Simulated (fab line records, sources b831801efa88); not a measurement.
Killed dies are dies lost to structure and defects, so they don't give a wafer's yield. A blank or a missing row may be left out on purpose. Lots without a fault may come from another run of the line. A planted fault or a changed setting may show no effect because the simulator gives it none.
Chamber matching | flow sky130 | SKY_VIA2_CMP_24 on cmp-02: 4 sister chambers
The step polishes, stops on SiO2, t overpolish 20 s, target thk 0 nm. 22 wafers are shown with their chamber, then 11 later ones without.

WAFERS WITH THEIR CHAMBER
wafer  | chamber | motor_current_A (A) | time_to_endpoint_s (s) | overpolish_run_s (s)
L075.3 | 2       | 9.6                 | 101                    | 20.007
L075.4 | 0       | 10.1                | 101                    | 20.015
L075.6 | 0       | 9.8                 | 99                     | 19.981
L076.2 | 3       | 10.0                | 94                     | 19.995
L076.5 | 1       | 10.1                | 98                     | 20.002
L076.6 | 2       | 10.0                | 101                    | 20.008
L079.1 | 0       | 9.6                 | 95                     | 19.994
L079.5 | 0       | 10.1                | 99                     | 20.007
L079.6 | 1       | 10.8                | 99                     | 19.990
L083.1 | 3       | 10.6                | 99                     | 20.008
L083.2 | 0       | 9.7                 | 100                    | 20.007
L083.6 | 3       | 10.4                | 98                     | 20.001
L084.2 | 2       | 10.0                | 102                    | 19.986
L084.3 | 0       | 9.5                 | 101                    | 20.008
L084.4 | 3       | 10.1                | 102                    | 20.000
L090.3 | 0       | 8.9                 | 101                    | 20.008
L090.4 | 3       | 10.4                | 103                    | 19.978
L090.5 | 3       | 10.2                | 100                    | 20.006
L091.2 | 3       | 10.8                | 103                    | 19.999
L091.3 | 1       | 10.2                | 100                    | 20.006
L091.5 | 1       | 10.0                | 103                    | 20.016
L092.1 | 1       | 10.4                | 100                    | 20.000

SIGNATURES (means of the wafers above)
reading            | chamber 0 | chamber 1 | chamber 2 | chamber 3 | scatter within a chamber
motor_current_A    | 9.671     | 10.300    | 9.867     | 10.357    | 0.333
time_to_endpoint_s | 99.43     | 100.00    | 101.33    | 99.86     | 2.42
overpolish_run_s   | 20.00286  | 20.00280  | 20.00033  | 19.99814  | 0.0107
Rule: a wafer's distance from a chamber is the root of the sum, over the readings, of the square of ((its reading less the chamber's mean) divided by the reading's scatter). The wafer belongs to the nearest chamber; if the next one is less than 2 further off, it can't be placed. The scatter: the root of (the sum of the squares of (reading less its chamber's mean) over the shown wafers, divided by (wafers less chambers)).

WAFERS WITHOUT THEIR CHAMBER
wafer  | motor_current_A (A) | time_to_endpoint_s (s) | overpolish_run_s (s)
L092.2 | 9.7                 | 100                    | 19.985
L092.6 | 10.7                | 101                    | 20.002
L093.1 | 10.2                | 102                    | 19.998
L093.5 | 10.0                | 106                    | 20.007
L093.6 | 10.6                | 103                    | 20.007
L096.1 | 10.7                | 103                    | 19.992
L096.2 | 9.7                 | 107                    | 20.006
L096.5 | 10.0                | 108                    | 20.004
L097.1 | 9.3                 | 105                    | 20.010
L097.2 | 10.6                | 103                    | 20.005
L097.4 | 9.9                 | 106                    | 19.994

WHICH CHAMBER EACH WENT THROUGH
wafer  | from the rows above               | in truth
L092.2 | can't be placed: 2 or 0 or 3 or 1 | 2
L092.6 | can't be placed: 3 or 1 or 2 or 0 | 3
L093.1 | can't be placed: 1 or 3 or 2 or 0 | 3
L093.5 | can't be placed: 2 or 1 or 3 or 0 | 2
L093.6 | can't be placed: 1 or 3 or 2 or 0 | 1
L096.1 | can't be placed: 3 or 1 or 2 or 0 | 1
L096.2 | can't be placed: 2 or 0 or 1 or 3 | 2
L096.5 | can't be placed: 2 or 1 or 3 or 0 | 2
L097.1 | can't be placed: 2 or 0 or 1 or 3 | 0
L097.2 | can't be placed: 1 or 3 or 2 or 0 | 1
L097.4 | can't be placed: 2 or 1 or 3 or 0 | 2
Placed correctly: 0 of 11. Can't be placed from these rows: 11 (the true chamber is among the candidates in 11). Placed wrongly: 0.
